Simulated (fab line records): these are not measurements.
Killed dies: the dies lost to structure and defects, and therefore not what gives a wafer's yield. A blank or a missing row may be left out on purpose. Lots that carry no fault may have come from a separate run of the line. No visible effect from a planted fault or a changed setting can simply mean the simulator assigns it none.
The tool behind it: which one? / flow sky130 / Sampling: 6 lots, 18 wafers, 3 of 708 route steps

== WHAT EACH GAUGE READ, for each wafer ==
SKY_METAL5_THK_MEAS_06: measures by xrf.
lot=L977; measured=day 44 03:46; on=filmMetro-04; METAL5_ALCU_THK (nm)=1138 1117 1123
lot=L980; measured=day 45 08:23; on=filmMetro-01; METAL5_ALCU_THK (nm)=1124 1127 1119
lot=L981; measured=day 45 13:19; on=filmMetro-04; METAL5_ALCU_THK (nm)=1131 1138 1141
lot=L986; measured=day 47 01:36; on=filmMetro-02; METAL5_ALCU_THK (nm)=1143 1144 1153
lot=L990; measured=day 47 07:14; on=filmMetro-01; METAL5_ALCU_THK (nm)=1131 1133 1133
lot=L996; measured=day 48 10:18; on=filmMetro-04; METAL5_ALCU_THK (nm)=1127 1134 1118

== WHICH TOOL RAN EACH LOT (tool, then ch and the chambers of the sampled wafers, then the start) ==
lot=L977; SKY_VIA4_CMP_02=cmp-02 ch 2,3, day 43 03:03; SKY_METAL5_SPUTTER_00=pvdSputter-04, day 44 03:28
lot=L980; SKY_VIA4_CMP_02=cmp-02 ch 0,3, day 44 10:23; SKY_METAL5_SPUTTER_00=pvdSputter-01, day 45 08:06
lot=L981; SKY_VIA4_CMP_02=cmp-01 ch 0,3, day 44 14:43; SKY_METAL5_SPUTTER_00=pvdSputter-01, day 45 13:02
lot=L986; SKY_VIA4_CMP_02=cmp-01 ch 0,2,3, day 46 03:16; SKY_METAL5_SPUTTER_00=pvdSputter-04, day 47 01:19
lot=L990; SKY_VIA4_CMP_02=cmp-02 ch 1,2,3, day 46 08:47; SKY_METAL5_SPUTTER_00=pvdSputter-04, day 47 06:56
lot=L996; SKY_VIA4_CMP_02=cmp-02 ch 0,2, day 47 12:22; SKY_METAL5_SPUTTER_00=pvdSputter-01, day 48 10:01
- SKY_VIA4_CMP_02: polishes SiO2.
- SKY_METAL5_SPUTTER_00: material Ti, target thk 15 nm, time 10 s.

== THE ANSWER, worked out from the rows above alone ==
Rule: the lots themselves supply what counts as usual. The widest of any qualifying gaps counts: lots, ordered by their means at a reading, are off when they make up no more than a third of the lots, leave a main group of 4 or more, and stand apart from it by 3 or more times the standard deviation of that group's means. A main group whose means are all the same, to the digits that the tables above print for the reading, isn't used. Also off: a lot with no number at a reading for which 4 or more lots have one. Any other lot the step has rows for is counted as sound.
Across all readings shown, no lot is off: no conclusion can be drawn from this.

== WHAT THE SIMULATOR HAD INSERTED ==
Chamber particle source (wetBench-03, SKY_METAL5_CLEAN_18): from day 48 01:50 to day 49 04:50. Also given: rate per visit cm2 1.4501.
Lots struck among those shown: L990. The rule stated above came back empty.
